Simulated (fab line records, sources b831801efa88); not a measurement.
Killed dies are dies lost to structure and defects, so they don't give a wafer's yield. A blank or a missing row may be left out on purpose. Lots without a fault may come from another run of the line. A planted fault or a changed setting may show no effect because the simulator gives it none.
One fault seen from 2 desks | flow sky130 | each desk has only its own numbers; what lay behind them comes last

THE TOOL OWNER'S DESK: wet_bench-01
The tool's own readings at SKY_FIELD_ISO_WET_ETCH_18 (etches Si3N4 in H3PO4, target depth 25 nm, time 286 s): means of the sampled wafers that have a number, for each lot that ran on this tool. A lot is out of limits, marked OUT, if its mean lies more than 4 standard deviations from the usual mean; the brackets give that distance.
Columns: A = bath_guard_temp_C at SKY_FIELD_ISO_WET_ETCH_18, usual 160.3 C; B = run_length_s at SKY_FIELD_ISO_WET_ETCH_18, usual 314 s
lot  | first seen here | A     | B
L498 | day 2 14:24     | 160.0 | 312
L501 | day 3 09:25     | 160.1 | 314
L505 | day 4 06:23     | 160.6 | 314
L509 | day 5 01:08     | 160.6 | 311
L510 | day 5 06:58     | 160.5 | 318
L514 | day 6 02:23     | 160.7 | 310
L517 | day 6 21:43     | 160.8 | 524 (+64) OUT
This desk's finding: out of limits on L517; first on L517, day 6 21:43 (run_length_s at SKY_FIELD_ISO_WET_ETCH_18). In limits: L498, L501, L505, L509, L510, L514.

THE METROLOGY DESK
What the gauges read, lot by lot, whatever tool the lot ran on: means of the sampled wafers that have a number. A lot is out of limits, marked OUT, if its mean lies more than 4 standard deviations from the usual mean; the brackets give that distance.
Columns: A = VIA1_W_RS at SKY_VIA1_RS_MEAS_22, usual 0.426 ohm/sq
lot  | first seen here | A
L498 | day 35 14:06    | 0.425
L499 | day 35 15:42    | 0.432
L500 | day 35 19:25    | 0.428
L501 | day 35 22:22    | 0.428
L502 | day 36 09:04    | 0.423
L503 | day 36 12:57    | 0.422
L504 | day 37 01:38    | 0.423
L505 | day 37 07:25    | 0.424
L510 | day 38 13:52    | 0.422
L509 | day 38 15:55    | 0.425
L514 | day 39 15:22    | 0.425
L517 | day 40 20:54    | 0.433
L519 | day 41 02:21    | 0.431
This desk's finding: nothing out of limits on any of the 13 lots.

PUT TOGETHER
The tool owner's desk could have raised an alarm at day 6 21:43, on L517.
The metrology desk saw nothing out of limits.
The metrology desk has L517 on record, within its limits.
Of the lots named, all ran SKY_FIELD_ISO_WET_ETCH_18 on wet_bench-01.

WHAT THE SIMULATOR HAD PUT IN
Process parameter drift: wet_bench-01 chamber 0, from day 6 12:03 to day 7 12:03, at SKY_FIELD_ISO_WET_ETCH_18. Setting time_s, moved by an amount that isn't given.
Lots struck among those shown: L517.
Hours from the fault's start to each desk's first reading out of limits: the tool owner's desk, 10.
